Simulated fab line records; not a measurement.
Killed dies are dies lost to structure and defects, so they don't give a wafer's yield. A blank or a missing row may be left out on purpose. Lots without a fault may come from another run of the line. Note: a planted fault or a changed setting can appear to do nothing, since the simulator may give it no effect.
Which of the tools did it? | flow sfq line | 13 lots, 39 wafers sampled, at 1 step of a route of 325

WHAT THE GAUGES READ, wafer by wafer
SFQ_I5_OVL_MEAS_936. Usual: I5_OVL typically reads 1 nm, with standard deviation 5.9.
lot  | measured     | on         | I5_OVL (nm) | flag
L914 | day 60 11:26 | overlay-01 | 4 7 14      |
L915 | day 60 17:26 | overlay-02 | 9 9 15      |
L916 | day 61 04:31 | overlay-02 | 2 -3 2      |
L917 | day 63 17:41 | overlay-02 | -4 -10 -6   |
L919 | day 68 16:00 | overlay-02 | 3 -2 -1     |
L925 | day 71 14:27 | overlay-01 | -3 -14 -4   |
L928 | day 71 22:58 | overlay-01 | -4 -1 -4    |
L929 | day 72 05:09 | overlay-01 | 0 0 3       |
L930 | day 72 08:45 | overlay-01 | 4 8 7       |
L932 | day 72 23:17 | overlay-01 | 1 5 4       |
L934 | day 73 16:12 | overlay-01 | -9 -11 -15  |
L935 | day 73 19:48 | overlay-02 | -3 0 4      |
L937 | day 74 04:12 | overlay-02 | 6 8 2       |

EACH LOT AND THE TOOL THAT RAN IT (in order: tool; ch and the chambers of the sampled wafers; start)
The record holds no process step before these readings.

AS READ BY THE TOOLS THEMSELVES (means over the sampled wafers that have a number; for cases with no such wafer, the mark the record gives instead)
The record holds no such reading with a usual standard deviation.

THE ANSWER, worked out from the rows above alone
Rule: a lot counts as off when the mean over its wafers that have a number is more than 3 standard deviations away from the usual mean. A lot without any number at a reading at which 4 lots or more have one is off too. Any other lot the step has rows for is counted as sound. First the gauges in route order, then the tools' own readings, where a lot's mean is used as printed above. At the first step where some lot is off, the reading lying furthest off is the one used; lots without a number count as furthest.
Nothing can be told from this: no lot is off at any reading shown.

WHAT THE SIMULATOR HAD PUT IN
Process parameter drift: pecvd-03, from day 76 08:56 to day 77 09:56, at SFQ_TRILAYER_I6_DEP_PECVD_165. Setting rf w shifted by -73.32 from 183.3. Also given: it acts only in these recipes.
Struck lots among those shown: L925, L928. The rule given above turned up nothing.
